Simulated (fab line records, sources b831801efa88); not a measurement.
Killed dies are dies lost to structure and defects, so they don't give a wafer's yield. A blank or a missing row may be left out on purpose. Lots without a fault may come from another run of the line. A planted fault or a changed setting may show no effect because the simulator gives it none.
Which tool did it? | flow sky130 | 12 lots, 36 wafers sampled, at 1 step of a route of 708

WHAT THE GAUGES READ, wafer by wafer
SKY_VIA3_THK_MEAS_01.
lot  | measured     | on            | VIA3_HDPCVD_THK (nm)
L075 | day 38 04:48 | film_metro-03 | 1584 1585 1607
L077 | day 39 10:56 | film_metro-03 | 1619 1602 1612
L079 | day 39 19:58 | film_metro-03 | 1609 1602 1607
L081 | day 40 15:55 | film_metro-01 | 1596 1600 1591
L083 | day 41 03:41 | film_metro-01 | 1603 1617 1591
L086 | day 41 16:25 | film_metro-03 | 1572 1596 1586
L087 | day 42 06:44 | film_metro-02 | 1606 1590 1610
L089 | day 42 18:30 | film_metro-03 | 1559 1580 1582
L091 | day 43 06:25 | film_metro-01 | 1583 1582 1589
L093 | day 45 02:00 | film_metro-02 | 1602 1607 1595
L092 | day 45 03:50 | film_metro-02 | 1571 1596 1586
L097 | day 45 07:43 | film_metro-02 | 1584 1596 1577

WHICH TOOL RAN EACH LOT (tool, then ch and the chambers of the sampled wafers, then the start)
The record holds no process step before these readings.

THE ANSWER, worked out from the rows above alone
Rule: what is usual is taken from the lots themselves. Put in order of their means at a reading, lots are off if they are a third of the lots or fewer, leave a main group of 4 or more, and stand apart from it by a gap of 3 or more times the standard deviation of the main group's means; of several such gaps the widest counts. A main group whose means are all the same, to the digits that the tables above print for the reading, isn't used. A lot without any number at a reading at which 4 lots or more have one is off too. The other lots that the step has rows for count as sound.
No lot is off at any reading shown: from this, nothing can be told.

WHAT THE SIMULATOR HAD PUT IN
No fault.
